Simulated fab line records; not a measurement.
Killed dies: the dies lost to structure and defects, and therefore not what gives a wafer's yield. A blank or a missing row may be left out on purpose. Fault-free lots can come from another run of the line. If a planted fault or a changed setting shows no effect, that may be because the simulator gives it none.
Which tool is to blame? ; flow gf180mcu ; 14 lots with 42 wafers sampled at 4 steps, on a route of 602 steps

== WHAT THE GAUGES READ, wafer by wafer ==
GF_POLY_GATE_OVL_MEAS_11.
lot;measured;on;POLY_GATE_OVL (nm)
L393;day 9 02:29;overlay-02;-15 -6 -10
L395;day 9 20:29;overlay-02;1 1 -5
L396;day 10 01:32;overlay-01;3 1 5
L397;day 10 11:53;overlay-02;-1 -4 3
L401;day 11 16:02;overlay-02;-12 -5 -10
L402;day 11 18:11;overlay-01;3 -5 2
L404;day 12 20:17;overlay-01;1 -2 -1
L405;day 12 20:38;overlay-02;-4 1 1
L406;day 13 03:30;overlay-02;-10 -6 -4
L409;day 13 22:29;overlay-02;6 -4 0
L412;day 14 19:53;overlay-01;7 -2 -5
L413;day 15 06:02;overlay-02;-4 -4 1
L414;day 15 11:38;overlay-02;-1 -11 -4
L415;day 15 17:17;overlay-02;4 -8 -2

GF_HV_LDD_TW_MEAS_38.
lot;measured;on;HV_LDD_3_TW
L393;day 11 11:53;film metro-01;1435 1447 1444
L395;day 12 06:25;film metro-02;1456 1443 1454
L396;day 12 10:23;film metro-01;1443 1443 1440
L397;day 12 21:52;film metro-01;1434 1440 1437
L401;day 14 08:05;film metro-01;1451 1442 1443
L402;day 14 15:52;film metro-03;1455 1453 1452
L404;day 15 13:29;film metro-02;1441 1444 1446
L405;day 15 14:58;film metro-01;1437 1440 1434
L406;day 15 23:53;film metro-03;1455 1462 1460
L409;day 16 20:55;film metro-02;1450 1451 1448
L412;day 17 17:55;film metro-02;1442 1439 1442
L413;day 18 05:23;film metro-03;1451 1450 1452
L414;day 18 10:34;film metro-03;1453 1453 1450
L415;day 18 17:56;film metro-01;1438 1446 1445

== WHICH TOOL RAN EACH LOT (tool, then ch and the chambers of the sampled wafers, then the start) ==
lot;GF_DUAL_GATE_SOFTBAKE_07;GF_POLY_GATE_STRIP_14
L393;litho track-01 ch 0, day 7 21:53;plasma asher-03 ch 0,1, day 9 02:38
L395;litho track-01 ch 0, day 8 13:31;plasma asher-01 ch 0,1, day 9 20:39
L396;litho track-01 ch 0, day 8 20:50;plasma asher-04 ch 0,1, day 10 01:41
L397;litho track-03 ch 0, day 9 05:25;plasma asher-01 ch 0,1, day 10 12:02
L401;litho track-04 ch 0, day 10 06:04;plasma asher-03 ch 0,1, day 11 16:11
L402;litho track-01 ch 0, day 10 10:40;plasma asher-01 ch 0,1, day 11 18:20
L404;litho track-01 ch 0, day 11 05:17;plasma asher-01 ch 0,1, day 12 20:26
L405;litho track-03 ch 0, day 11 11:28;plasma asher-04 ch 0,1, day 12 20:47
L406;litho track-03 ch 0, day 11 18:49;plasma asher-03 ch 0,1, day 13 03:40
L409;litho track-03 ch 0, day 12 11:34;plasma asher-01 ch 0,1, day 13 22:38
L412;litho track-03 ch 0, day 13 09:17;plasma asher-03 ch 0,1, day 14 20:02
L413;litho track-01 ch 0, day 13 17:23;plasma asher-03 ch 0,1, day 15 06:11
L414;litho track-01 ch 0, day 13 22:49;plasma asher-01 ch 0,1, day 15 11:47
L415;litho track-04 ch 0, day 14 04:41;plasma asher-03 ch 0,1, day 15 17:26
- GF_DUAL_GATE_SOFTBAKE_07: time 60 s.
- GF_POLY_GATE_STRIP_14: strips in O2/N2.

== WHAT THE TOOLS THEMSELVES READ (means of the sampled wafers that have a number; where no wafer has one, the mark that the record gives instead) ==
GF_DUAL_GATE_SOFTBAKE_07.
lot;tool;run length s (s)
L393;litho track-01;89.26
L395;litho track-01;89.19
L396;litho track-01;89.24
L397;litho track-03;89.00
L401;litho track-04;89.36
L402;litho track-01;89.27
L404;litho track-01;89.24
L405;litho track-03;88.99
L406;litho track-03;89.05
L409;litho track-03;95.88
L412;litho track-03;96.01
L413;litho track-01;89.23
L414;litho track-01;89.21
L415;litho track-04;89.50

GF_POLY_GATE_STRIP_14.
lot;tool;drypump motor current A (A);heater power w (W);n2 flow sccm (sccm);oes product au (a.u.)
L393;plasma asher-03;5.6;354;299.0;0.503
L395;plasma asher-01;5.5;323;300.4;0.507
L396;plasma asher-04;5.9;348;301.5;0.502
L397;plasma asher-01;5.5;325;300.2;0.501
L401;plasma asher-03;5.4;335;300.9;0.510
L402;plasma asher-01;5.3;311;300.3;0.504
L404;plasma asher-01;5.5;326;300.2;0.508
L405;plasma asher-04;5.9;349;300.9;0.509
L406;plasma asher-03;5.6;360;299.2;0.507
L409;plasma asher-01;5.3;310;301.3;0.503
L412;plasma asher-03;5.6;361;301.1;0.501
L413;plasma asher-03;5.6;354;298.7;0.504
L414;plasma asher-01;5.5;327;300.0;0.504
L415;plasma asher-03;5.4;329;300.0;0.504

== THE ANSWER, worked out from the rows above alone ==
Rule: what is usual is taken from the lots themselves. The widest of any qualifying gaps counts: lots, ordered by their means at a reading, are off when they make up no more than a third of the lots, leave a main group of 4 or more, and stand apart from it by 3 or more times the standard deviation of that group's means. Not used: any main group whose means are identical at the precision the tables above print for the reading. Also off: a lot with no number at a reading for which 4 or more lots have one. The other lots that the step has rows for count as sound. Order of review: gauges by route order, followed by the tools' own readings, for which a lot's mean as printed above is used. The first step at which some lot is off is used, and at that step the reading that is off furthest; a lot without a number counts as furthest.
Off at GF_DUAL_GATE_SOFTBAKE_07 (run length s): L409, L412. The main group has a mean of 89.21 s with a standard deviation of 0.14.
A tool fits if, at that step or a process step before it, it ran every lot that is off, and no sound lot after the first of them. One candidate fits, namely litho track-03 at GF_DUAL_GATE_SOFTBAKE_07. Its last sound lot is L406 (day 11 18:49), its first lot that is off L409 (day 12 11:34): a fault that began between those two fits.
The tool's own readings at GF_DUAL_GATE_SOFTBAKE_07 bear it out: on the lots that are off they differ by more than 5 times the standard deviation of the sound lots' means. run length s reads 95.94 s there against 89.21 s on the sound lots.

== WHAT WAS PUT IN BY THE SIMULATOR ==
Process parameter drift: litho track-03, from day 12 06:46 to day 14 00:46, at GF_DUAL_GATE_SOFTBAKE_07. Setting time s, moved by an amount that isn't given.
Struck lots among those shown: L409, L412. The rule above found the same.
